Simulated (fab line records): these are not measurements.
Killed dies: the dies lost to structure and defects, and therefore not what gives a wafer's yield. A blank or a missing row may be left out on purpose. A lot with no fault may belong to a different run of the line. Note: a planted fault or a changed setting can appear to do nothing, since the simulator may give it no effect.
Which of the tools did it? | flow gf180mcu | Sampling: 13 lots, 39 wafers, 4 of 602 route steps

WHAT EACH GAUGE READ, for each wafer
GF_CONTACT_BOW_MEAS_05.
lot  | measured     | on            | CONTACT_BOW (um)
L482 | day 15 11:35 | film metro-02 | 65 59 61
L483 | day 16 00:16 | film metro-02 | 75 79 72
L485 | day 16 04:10 | film metro-02 | 60 57 54
L491 | day 18 10:47 | film metro-01 | 74 72 77
L492 | day 18 19:05 | film metro-04 | 57 73 68
L496 | day 20 13:47 | film metro-01 | 67 60 74
L497 | day 20 22:37 | film metro-01 | 67 54 59
L498 | day 21 02:41 | film metro-02 | 68 71 62
L499 | day 21 08:25 | film metro-04 | 64 60 68
L502 | day 22 10:52 | film metro-04 | 69 72 66
L503 | day 22 13:40 | film metro-04 | 74 81 70
L504 | day 23 06:56 | film metro-01 | 65 71 59
L505 | day 23 08:41 | film metro-02 | 57 67 63

GF_M1_OVL_MEAS_15.
lot  | measured     | on         | M1_OVL (nm)
L482 | day 17 10:59 | overlay-01 | -4 -7 -9
L483 | day 17 22:53 | overlay-01 | -2 -2 -7
L485 | day 18 03:17 | overlay-01 | -7 -14 -8
L491 | day 20 13:26 | overlay-01 | -3 0 -4
L492 | day 20 21:59 | overlay-02 | -5 2 9
L496 | day 22 14:53 | overlay-02 | -6 0 -2
L497 | day 22 23:59 | overlay-01 | -13 -6 -8
L502 | day 24 10:35 | overlay-02 | -10 -12 -7
L503 | day 24 12:23 | overlay-01 | 4 -2 1
L504 | day 25 05:17 | overlay-02 | -3 -4 -7
L505 | day 25 06:20 | overlay-02 | -3 -5 -7

WHAT TOOL EACH LOT RAN ON (gives the tool, then ch and the chambers of the sampled wafers, and finally the start)
lot  | GF_SAB_STRIP_13                      | GF_CONTACT_SPUTTER_22
L482 | plasma asher-04 ch 0,1, day 15 10:20 | pvd sputter-04, day 16 11:14
L483 | plasma asher-04 ch 0,1, day 15 22:55 | pvd sputter-04, day 16 23:32
L485 | plasma asher-04 ch 0,1, day 16 02:53 | pvd sputter-01, day 17 03:10
L491 | plasma asher-04 ch 0,1, day 18 09:32 | pvd sputter-03, day 19 12:32
L492 | plasma asher-02 ch 0,1, day 18 17:40 | pvd sputter-04, day 19 20:35
L496 | plasma asher-02 ch 0,1, day 20 12:31 | pvd sputter-03, day 21 14:37
L497 | plasma asher-04 ch 1, day 20 21:19   | pvd sputter-04, day 21 23:40
L498 | plasma asher-02 ch 0,1, day 21 01:25 | pvd sputter-03, day 22 03:02
L499 | plasma asher-04 ch 0,1, day 21 07:01 | pvd sputter-01, day 22 08:47
L502 | plasma asher-04 ch 0,1, day 22 09:37 | pvd sputter-03, day 23 10:47
L503 | plasma asher-04 ch 1, day 22 12:25   | pvd sputter-01, day 23 12:58
L504 | plasma asher-02 ch 0,1, day 23 05:40 | pvd sputter-04, day 24 06:02
L505 | plasma asher-04 ch 0,1, day 23 07:25 | pvd sputter-04, day 24 07:35
- GF_SAB_STRIP_13: strips in O2/N2.
- GF_CONTACT_SPUTTER_22: material Ti, target thk 15 nm, time 80.02 s.

WHAT THE TOOLS THEMSELVES READ (means of the sampled wafers that have a number; where no wafer has one, the mark that the record gives instead)
GF_SAB_STRIP_13.
lot  | tool            | drypump motor current A (A) | heater power w (W) | oes product au (a.u.) | strip time to endpoint s (s)
L482 | plasma asher-04 | 6.1                         | 333                | 0.711                 | 12.63
L483 | plasma asher-04 | 5.5                         | 333                | 0.708                 | 12.65
L485 | plasma asher-04 | 6.1                         | 338                | 0.705                 | 12.57
L491 | plasma asher-04 | 6.1                         | 334                | 0.710                 | 12.59
L492 | plasma asher-02 | 6.2                         | 314                | 0.706                 | 12.63
L496 | plasma asher-02 | 5.9                         | 314                | 0.708                 | 12.68
L497 | plasma asher-04 | 6.7                         | 331                | 0.709                 | 12.63
L498 | plasma asher-02 | 5.9                         | 319                | 0.711                 | 12.61
L499 | plasma asher-04 | 6.1                         | 324                | 0.707                 | 12.62
L502 | plasma asher-04 | 6.1                         | 324                | 0.711                 | 12.64
L503 | plasma asher-04 | 6.7                         | 327                | 0.709                 | 12.59
L504 | plasma asher-02 | 6.2                         | 312                | 0.712                 | 12.66
L505 | plasma asher-04 | 5.5                         | 325                | 0.708                 | 12.66

GF_CONTACT_SPUTTER_22.
lot  | tool           | cathode dc power W (W) | chamber pressure pa (Pa) | substrate temp c (C) | throttle valve pct (%)
L482 | pvd sputter-04 | 2499.6                 | 5.004                    | 199.89               | 28.8
L483 | pvd sputter-04 | 2500.2                 | 4.998                    | 199.85               | 29.9
L485 | pvd sputter-01 | 2499.7                 | 5.017                    | 200.10               | 29.5
L491 | pvd sputter-03 | 2500.2                 | 5.006                    | 200.16               | 29.4
L492 | pvd sputter-04 | 2500.1                 | 4.999                    | 199.84               | 30.6
L496 | pvd sputter-03 | 2500.0                 | 4.999                    | 199.92               | 30.1
L497 | pvd sputter-04 | 2500.0                 | 5.005                    | 199.96               | 30.2
L498 | pvd sputter-03 | -                      | -                        | -                    | -
L499 | pvd sputter-01 | -                      | -                        | -                    | -
L502 | pvd sputter-03 | 2500.3                 | 4.990                    | 200.17               | 30.7
L503 | pvd sputter-01 | 2500.4                 | 4.999                    | 200.09               | 29.1
L504 | pvd sputter-04 | 2500.4                 | 4.997                    | 199.90               | 29.9
L505 | pvd sputter-04 | 2499.5                 | 5.003                    | 200.02               | 30.7

THE ANSWER, worked out from the rows above alone
Rule: usual is defined by the lots themselves. The widest of any qualifying gaps counts: lots, ordered by their means at a reading, are off when they make up no more than a third of the lots, leave a main group of 4 or more, and stand apart from it by 3 or more times the standard deviation of that group's means. A main group is skipped when, at the precision printed for the reading in the tables above, its means are all equal. Also off: a lot with no number at a reading for which 4 or more lots have one. All remaining lots with rows at the step are treated as sound. After the gauges, taken in route order, come the tools' own readings; for these a lot's mean is taken, as printed above. The first step at which some lot is off is used, and at that step the reading that is off furthest; a lot without a number counts as furthest.
Off at GF_CONTACT_SPUTTER_22 (cathode dc power W): L498, L499. Without a number there: L498, L499. Main group: mean 2500.0 W, sd 0.3.
If a tool, at that step or one of the process steps before it, ran each lot that is off and ran no sound lot following the first of them, it fits. Of those tried, none fits.

WHAT WAS PUT IN BY THE SIMULATOR
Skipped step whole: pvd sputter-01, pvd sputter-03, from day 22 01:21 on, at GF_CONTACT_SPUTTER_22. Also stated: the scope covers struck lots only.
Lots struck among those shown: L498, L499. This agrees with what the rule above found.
